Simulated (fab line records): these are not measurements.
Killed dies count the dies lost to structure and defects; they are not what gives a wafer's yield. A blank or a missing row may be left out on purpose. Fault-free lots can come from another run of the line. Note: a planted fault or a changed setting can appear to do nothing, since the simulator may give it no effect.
What tool caused it? -- flow gf180mcu -- 36 wafers from 12 lots sampled at 4 of the route's 602 steps

== WHAT EACH GAUGE READ, for each wafer ==
GF_STI_BOW_MEAS_00. Usual: for INCOMING_BOW the level is 0 um and the standard deviation is 6.6.
lot,measured,on,INCOMING_BOW (um),flag
L753,day 1 10:00,filmMetro-01,1 6 1,
L754,day 1 15:04,filmMetro-01,6 5 2,
L756,day 2 01:00,filmMetro-04,-16 3 5,
L759,day 2 16:01,filmMetro-03,6 -10 -13,
L760,day 2 21:01,filmMetro-03,1 1 -16,
L761,day 3 02:00,filmMetro-01,-1 -4 -2,
L764,day 3 17:02,filmMetro-04,3 -4 9,
L766,day 4 03:01,filmMetro-01,2 5 -1,
L768,day 4 13:00,filmMetro-01,10 2 -7,
L774,day 5 19:00,filmMetro-01,-4 7 -5,
L775,day 6 00:02,filmMetro-01,3 5 1,
L776,day 6 05:00,filmMetro-04,-8 -6 -11,

GF_HV_LDD_TW_MEAS_11. Usual: for HV_LDD_TW the level is 2414 and the standard deviation is 17.
lot,measured,on,HV_LDD_TW,flag
L753,day 10 00:15,filmMetro-02,2424 2414 2425,
L754,day 10 05:59,filmMetro-02,2412 2426 2402,
L756,day 10 23:48,filmMetro-04,2418 2418 2425,
L759,day 11 18:28,filmMetro-04,2428 2438 2428,
L760,day 12 03:25,filmMetro-04,2422 2414 2412,
L761,day 12 11:49,filmMetro-04,2417 2426 2416,
L764,day 13 10:40,filmMetro-02,2418 2412 2418,
L766,day 13 21:52,filmMetro-02,2310 2297 2301 2302 2304 2320,OFF
L768,day 14 15:17,filmMetro-01,2262 2262 2266 2270 2255 2275,OFF
L774,day 16 11:55,filmMetro-02,2428 2434 2429,
L775,day 16 16:50,filmMetro-02,2442 2445 2436,
L776,day 17 01:43,filmMetro-04,2408 2409 2406,

GF_HV_LDD_RS_MEAS_53: a four-point-probe measurement. Usual: for HV_LDD_RS the level is 418.3 ohm/sq and the standard deviation is 1.
lot,measured,on,HV_LDD_RS (ohm/sq),flag
L753,day 12 08:12,filmMetro-02,418.0 417.5 417.8,
L754,day 12 16:30,filmMetro-02,419.5 419.0 419.0,
L756,day 13 11:24,filmMetro-04,418.2 417.3 417.9,
L759,day 14 07:22,filmMetro-04,417.5 417.5 417.5,
L760,day 14 16:37,filmMetro-01,418.7 418.8 419.0,
L761,day 15 02:07,filmMetro-04,416.2 416.5 417.3,
L764,day 16 03:31,filmMetro-01,419.1 419.0 418.4,
L766,day 16 15:19,filmMetro-02,423.4 423.0 423.1 423.2 422.8 423.4,OFF
L768,day 17 09:56,filmMetro-04,422.3 421.5 421.7 421.7 421.5 421.1,OFF
L774,day 19 11:28,filmMetro-04,418.4 418.1 417.9,
L775,day 19 17:49,filmMetro-02,419.0 417.3 418.5,
L776,day 20 03:11,filmMetro-02,418.1 418.1 418.0,

== TOOL THAT RAN EACH LOT (tool first, then ch and the chambers of the sampled wafers, then the start) ==
lot,GF_HV_LDD_IMPLANT_09
L753,"implanter-03 ch 0, day 10 00:00"
L754,"implanter-04 ch 0, day 10 05:46"
L756,"implanter-03 ch 0, day 10 23:33"
L759,"implanter-04 ch 0, day 11 18:14"
L760,"implanter-04 ch 0, day 12 03:11"
L761,"implanter-04 ch 0, day 12 11:34"
L764,"implanter-03 ch 0, day 13 10:26"
L766,"implanter-04 ch 0, day 13 21:38"
L768,"implanter-04 ch 0, day 14 15:02"
L774,"implanter-02 ch 0, day 16 11:40"
L775,"implanter-03 ch 0, day 16 16:37"
L776,"implanter-03 ch 0, day 17 01:28"
- GF_HV_LDD_IMPLANT_09

== AS READ BY THE TOOLS THEMSELVES (means over the sampled wafers that have a number; for cases with no such wafer, the mark the record gives instead) ==
GF_HV_LDD_IMPLANT_09. Usual: 40.002 for beamEnergyKeV, sd 0.014.
lot,tool,beamEnergyKeV,flag
L753,implanter-03,40.006,
L754,implanter-04,39.993,
L756,implanter-03,39.996,
L759,implanter-04,39.999,
L760,implanter-04,39.996,
L761,implanter-04,40.009,
L764,implanter-03,40.007,
L766,implanter-04,33.616,OFF
L768,implanter-04,33.624,OFF
L774,implanter-02,39.990,
L775,implanter-03,40.006,
L776,implanter-03,40.001,

== THE ANSWER, worked out from the rows above alone ==
Rule: take the mean of a lot's wafers that have a number; if it is more than 3 standard deviations from the usual mean, the lot is off. Also off: a lot with no number at a reading for which 4 or more lots have one. The other lots that the step has rows for count as sound. After the gauges, taken in route order, come the tools' own readings; for these a lot's mean is taken, as printed above. The first step at which some lot is off is used, and at that step the reading that is off furthest; a lot without a number counts as furthest.
Off: at GF_HV_LDD_TW_MEAS_11 (HV_LDD_TW), L766, L768.
If a tool, at a process step before that reading, ran all the lots that are off and no sound lot after the first of them, it fits. Not tried: the gauges at GF_HV_LDD_TW_MEAS_11; whatever is off there is also off at GF_HV_LDD_IMPLANT_09, on other tools, and gauge error can't account for it. One candidate fits, namely implanter-04 at GF_HV_LDD_IMPLANT_09. A fault onset in the window from L761 (day 12 11:34, its last sound lot) to L766 (day 13 21:38, its first lot off) fits.
The tool's own readings at GF_HV_LDD_IMPLANT_09 bear it out: on the lots that are off they differ by more than 5 times the standard deviation of the sound lots' means. beamEnergyKeV reads 33.620 there against 40.000 on the sound lots.

== WHAT THE SIMULATOR PUT IN ==
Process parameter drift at GF_HV_LDD_IMPLANT_09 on implanter-04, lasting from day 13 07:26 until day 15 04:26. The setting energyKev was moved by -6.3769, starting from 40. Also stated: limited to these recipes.
Shown lots that were struck: L766, L768. The rule given above showed the same thing.
